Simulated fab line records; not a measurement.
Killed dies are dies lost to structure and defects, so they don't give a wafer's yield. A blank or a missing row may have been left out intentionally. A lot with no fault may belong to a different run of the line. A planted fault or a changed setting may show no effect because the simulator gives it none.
A struck lot beside a sound one	flow sky130	15 out of 708 route steps
Sound: the wafers L269.3, L269.4, L269.6. The struck wafers were L277.2, L277.5, L277.6. The cause comes at the end.
At each step with rows: each side's tool, then ch and its chambers, then its first start. Under that, the readings that differ: sound wafers	struck wafers	difference of the means	sigmas: that difference in standard deviations of wafers without a fault.
alike: readings with means less than 2 such deviations apart, plus words and numbers identical on both sides. not compared: withheld readings, readings lacking a value on some wafer, bounds such as >300 that could conceal the same value, and numbers that have no deviation in the record and whose values overlap.
A row with sigmas, a row that says differs or no value, or rows on one side alone: a step with any of these is where the two part. When numbers do not overlap yet have no deviation, they are printed without sigmas and do not part them. A reading missing from all wafers of one side parts the sides only when that side holds two or more wafers.

first, 5 steps without rows for these wafers: SKY_SONOS_TUNNEL_COAT_02 (resist thk 1140 nm); SKY_SONOS_TUNNEL_SOFTBAKE_03 (time 60 s); SKY_SONOS_TUNNEL_EXPOSE_04 (exposes mask TUNM, target cd 410 nm); SKY_SONOS_TUNNEL_PEB_05; SKY_SONOS_TUNNEL_DEVELOP_06 (develop time 60 s).
SKY_SONOS_TUNNEL_CD_MEAS_07: target cd 410 nm.
  sound: cd sem-02 at day 14 08:43; struck: cd sem-02 at day 17 10:50
  alike: cd nm
SKY_SONOS_TUNNEL_OVL_MEAS_08:
  sound: overlay-01 at day 14 08:48; struck: overlay-01 at day 17 10:56
  alike: SONOS_TUNNEL_OVL
then, 3 steps without rows for these wafers: SKY_SONOS_TUNNEL_IMPLANT_09; SKY_SONOS_TUNNEL_WET_ETCH_10 (etches SiO2 in dHF, target depth 14 nm, time 280 s); SKY_SONOS_TUNNEL_STRIP_11 (strips in SPM, time 600 s).
SKY_SONOS_TUNNEL_TW_MEAS_12:
  sound: film metro-02 at day 14 09:17; struck: film metro-04 at day 17 11:24
  alike: SONOS_TUNNEL_TW
then, 1 step without rows for these wafers: SKY_SONOS_TUNNEL_CLEAN_13 (cleans in dHF, time 20 s).
SKY_SONOS_ONO_OXIDATION_00: stabilise 600 s, purge 300 s, target thk 2.6 nm.
  sound on furnace-01 ch 0, day 14 13:26; struck on furnace-01 ch 0, day 17 12:32
reading	sound	struck	difference	sigmas
spike tc centre C (C)	799.6 799.4 801.0	795.8 796.3 796.3	-3.9	-4
spike tc top C (C)	817.0 814.0 814.4	810.1 809.6 811.0	-4.9	-3
spike tc upper C (C)	801.5 798.5 800.9	830.9 830.0 829.4	+29.8	+25
zone power centre pct (%)	15.0 15.0 15.2	10.3 10.5 10.5	-4.6	-8
zone power top pct (%)	24.6 25.4 24.8	19.9 19.7 19.7	-5.2	-3
zone power upper pct (%)	15.1 15.2 15.3	24.9 26.0 25.2	+10.2	+8
model.SiO2_of_SONOS_ONO_OXIDATION_00.thk nm (nm)	2.61 2.618 2.615	2.489 2.527 2.55	-0.092	
  alike: spike tc bottom C, zone power lower pct
SKY_SONOS_ONO_THK_MEAS_01:
  sound: film metro-02 at day 14 14:47; struck: film metro-02 at day 17 13:58
  alike: SONOS_ONO_OXIDATION_THK
-- the record jumps here: 33 days lie between the struck wafers' starts before and after (it left off in module SONOS_ONO and takes up again in module PAD_OPEN, whose first step shown is number 708 of the route) --
SKY_PAD_OPEN_PROBE_99:
  sound: prober-02 at day 48 17:23; struck: prober-01 at day 50 05:32
  alike: killed_at_M0_to_M3, killed_at_M4_up, killed at contacts, killed at front end, killed at other, killed dies, killed open, killed short
  not compared: model.etest.sonos erased.vt v

WHERE THEY PART
SKY_SONOS_ONO_OXIDATION_00 only, going by this record. Later steps at which nothing parts them and some readings are alike: SKY_SONOS_ONO_THK_MEAS_01, SKY_PAD_OPEN_PROBE_99.

WHY: what the simulator had put in
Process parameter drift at SKY_SONOS_ONO_OXIDATION_00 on furnace-01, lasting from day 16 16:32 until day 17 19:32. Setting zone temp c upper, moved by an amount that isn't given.
